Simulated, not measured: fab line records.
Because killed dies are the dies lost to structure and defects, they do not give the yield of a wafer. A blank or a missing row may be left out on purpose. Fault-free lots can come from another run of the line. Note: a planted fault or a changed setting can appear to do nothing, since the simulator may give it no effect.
Matching of chambers    flow sky130    SKY_VIA2_CMP_02 on cmp-02: 3 sister chambers
The step polishes SiO2. 6 wafers are shown with their chamber, then 5 later ones without.

## WAFERS, EACH WITH ITS CHAMBER
wafer   chamber  motorCurrentA (A)  slurryFlowMlMin
L392.3  1        10.1               149.6
L392.4  2        12.5               150.8
L393.4  1        10.9               149.8
L393.5  3        13.8               149.9
L394.3  3        13.8               150.1
L394.4  2        12.6               148.7

## WAFERS WITHOUT THEIR CHAMBER
wafer   motorCurrentA (A)  slurryFlowMlMin
L394.5  12.6               149.8
L401.2  10.7               149.7
L401.4  12.8               149.9
L407.1  10.5               149.8
L407.4  12.5               150.1

## CHAMBER TAKEN BY EACH
wafer   from the rows above  in truth
L394.5  2                    2
L401.2  1                    1
L401.4  2                    2
L407.1  1                    1
L407.4  2                    2
Correctly placed: 5 of 5. Left unplaced by these rows: 0. Wrongly placed: 0.
How it was worked out, from the rows above alone: a wafer's distance from a chamber is the root of the sum, over the readings, of the square of ((its reading less the chamber's mean) divided by the reading's scatter). If the next closest chamber is less than 2 further off than the closest, the wafer can't be placed; otherwise it belongs to the closest. For every chamber, the mean is computed from those of its wafers that are shown. The scatter: the root of (the sum of the squares of (reading less its chamber's mean) over the shown wafers, divided by (wafers less chambers)).
